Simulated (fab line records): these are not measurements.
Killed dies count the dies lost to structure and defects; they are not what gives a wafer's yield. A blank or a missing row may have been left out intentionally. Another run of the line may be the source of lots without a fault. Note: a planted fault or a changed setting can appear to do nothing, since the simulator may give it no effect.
Struck lot and sound lot, side by side :: flow sky130 :: 32 out of 708 route steps
Sound: wafers L287.1, L287.4, L287.5. Struck: wafers L298.3, L298.6. (L298.1 of the same lot was not struck and is left out.) The cause comes at the end.
Per side, at each step with rows, come the tool, then ch with its chambers, and then its first start. Under that, the readings that differ: sound wafers :: struck wafers :: difference of the means :: sigmas: that difference in standard deviations of wafers without a fault.
alike: readings whose means differ by less than 2 such deviations, and words and numbers that are the same on both sides. not compared: withheld readings, readings that some wafer has no value for, bounds like >300 that may hide the same value, and numbers for which the record gives no deviation and whose values overlap.
Wherever a step has rows on one side only, a row that says differs or no value, or a row with sigmas, the two part there. When numbers do not overlap yet have no deviation, they are printed without sigmas and do not part them. A reading missing from all wafers of one side parts the sides only when that side holds two or more wafers.

first, 5 steps without rows for these wafers: SKY_VIA1_STRIP_17 (strips in post etch residue remover, time 1200 s); SKY_VIA1_CLEAN_18 (cleans in IPA, time 180 s); SKY_VIA1_CLEAN_19 (cleans in O3/DIW); SKY_VIA1_SPUTTER_20 (material TiN, target thk 20 nm, time 80 s); SKY_VIA1_CVD_21 (deposits W, target thk 270 nm, time 80.902 s).
SKY_VIA1_RS_MEAS_22: the measuring method here is four-point-probe.
  sound on film metro-04, day 35 22:21; struck on film metro-04, day 39 02:31
  alike: VIA1_W_RS
SKY_VIA1_THK_MEAS_23: measures by xrf.
  sound on film metro-04, day 35 22:28; struck on film metro-04, day 39 02:38
  alike: VIA1_W_THK
SKY_VIA1_CMP_24: polishes, stops on SiO2, t overpolish 15 s, target thk 0 nm.
  sound on cmp-01 ch 0,3, day 35 22:32; struck on cmp-02 ch 1,3, day 39 02:58
  alike: motor current A, overpolish run s, time to endpoint s
then, 1 step without rows for these wafers: SKY_METAL2_SPUTTER_00 (material Ti, target thk 15 nm, time 10 s).
SKY_METAL2_SPUTTER_01: material TiN, target thk 20 nm, time 16.7 s.
  sound on pvd sputter-01, day 35 22:52; struck on pvd sputter-01, day 39 03:14
  alike: throttle valve pct
SKY_METAL2_SPUTTER_02: material AlCu, target thk 250 nm, time 13.3 s.
  sound on pvd sputter-01, day 35 22:53; struck on pvd sputter-01, day 39 03:16
  alike: throttle valve pct
SKY_METAL2_SPUTTER_03: material Ti, target thk 5 nm, time 3.3 s.
  sound on pvd sputter-01, day 35 22:55; struck on pvd sputter-01, day 39 03:17
  alike: throttle valve pct
SKY_METAL2_SPUTTER_04: material TiN, target thk 70 nm, time 58.3 s.
  sound on pvd sputter-01, day 35 22:55; struck on pvd sputter-01, day 39 03:19
reading: model.TiN_of_METAL2_SPUTTER_04.thk nm (nm)
sound: 68.54 69.18 68.56
struck: 91.55 91.56
difference: +22.80
sigmas: 
  alike: throttle valve pct
SKY_METAL2_RS_MEAS_05: the measuring method here is four-point-probe.
  sound on film metro-01, day 35 22:58; struck on film metro-04, day 39 03:22
  alike: METAL2_ALCU_RS
SKY_METAL2_THK_MEAS_06: measures by xrf.
  sound on film metro-01, day 35 23:05; struck on film metro-04, day 39 03:29
reading: METAL2_ALCU_THK (nm)
sound: 248.9 246.9 250.2
struck: 239.2 238.0
difference: -10.1
sigmas: -3
then, 8 steps without rows for these wafers: SKY_METAL2_DEHYDRATE_07 (time 60 s); SKY_METAL2_HMDS_08 (prime time 60 s); SKY_METAL2_COAT_09 (resist thk 60 nm); SKY_METAL2_COAT_10 (resist thk 450 nm); SKY_METAL2_SOFTBAKE_11 (time 90 s); SKY_METAL2_EXPOSE_12 (exposes mask MM2, target cd 140 nm); SKY_METAL2_PEB_13; SKY_METAL2_DEVELOP_14 (develop time 60 s).
SKY_METAL2_CD_MEAS_15 targets a cd of 140 nm.
  sound on cd sem-01, day 37 00:46; struck on cd sem-02, day 40 04:29
  alike: cd nm
SKY_METAL2_OVL_MEAS_16:
  sound on overlay-02, day 37 00:53; struck on overlay-01, day 40 04:36
  alike: METAL2_OVL
then, 3 steps without rows for these wafers: SKY_METAL2_DESCUM_17 (chemistry O2, time 8 s); SKY_METAL2_ETCH_18 (etches BARC in N2/H2, stops on SiO2, time 45.9 s, target depth 60 nm); SKY_METAL2_METAL_ETCH_19 (etches the open film in Cl2/BCl3, stops on SiO2, target depth 360 nm, time 78 s).
SKY_METAL2_STRIP_20: strips in O2/N2.
  sound on plasma asher-03 ch 0,1, day 37 01:07; struck on plasma asher-04 ch 1, day 40 04:49
  alike: drypump motor current A, o2 flow sccm, oes product au, strip time to endpoint s
  not compared: rf hours counter h
SKY_METAL2_STRIP_21: strips in post etch residue remover, time 1200 s.
  sound on wet bench-03 ch 1, day 37 01:13; struck on wet bench-03 ch 0, day 40 04:55
reading: model.TiN_of_METAL2_SPUTTER_04.thk nm (nm)
sound: 68.12 68.76 68.15
struck: 91.13 91.14
difference: +22.79
sigmas: 
then, 1 step without rows for these wafers: SKY_METAL2_CLEAN_22 (cleans in IPA, time 180 s).
-- the record jumps here: 10 days lie between the struck wafers' starts before and after (it left off in module METAL2 and takes up again in module PAD_OPEN, whose first step shown is number 708 of the route) --
SKY_PAD_OPEN_PROBE_99:
  sound on prober-02, day 47 08:02; struck on prober-01, day 49 19:08
reading: killed_at_M0_to_M3
sound: 40 37 31
struck: 50 48
difference: +13
sigmas: +2
  alike: defect limited yield, killed_at_M4_up, killed at contacts, killed at front end, killed at other, killed dies, killed open, killed short, sort_bin_3_pad_short, sort_bin_5_function, sort_bin_6_memory, sort n pass, sort yield pct

== WHERE THEY PART ==
First at SKY_METAL2_THK_MEAS_06; last, within this record, at SKY_PAD_OPEN_PROBE_99.

WHY: what the simulator had put in
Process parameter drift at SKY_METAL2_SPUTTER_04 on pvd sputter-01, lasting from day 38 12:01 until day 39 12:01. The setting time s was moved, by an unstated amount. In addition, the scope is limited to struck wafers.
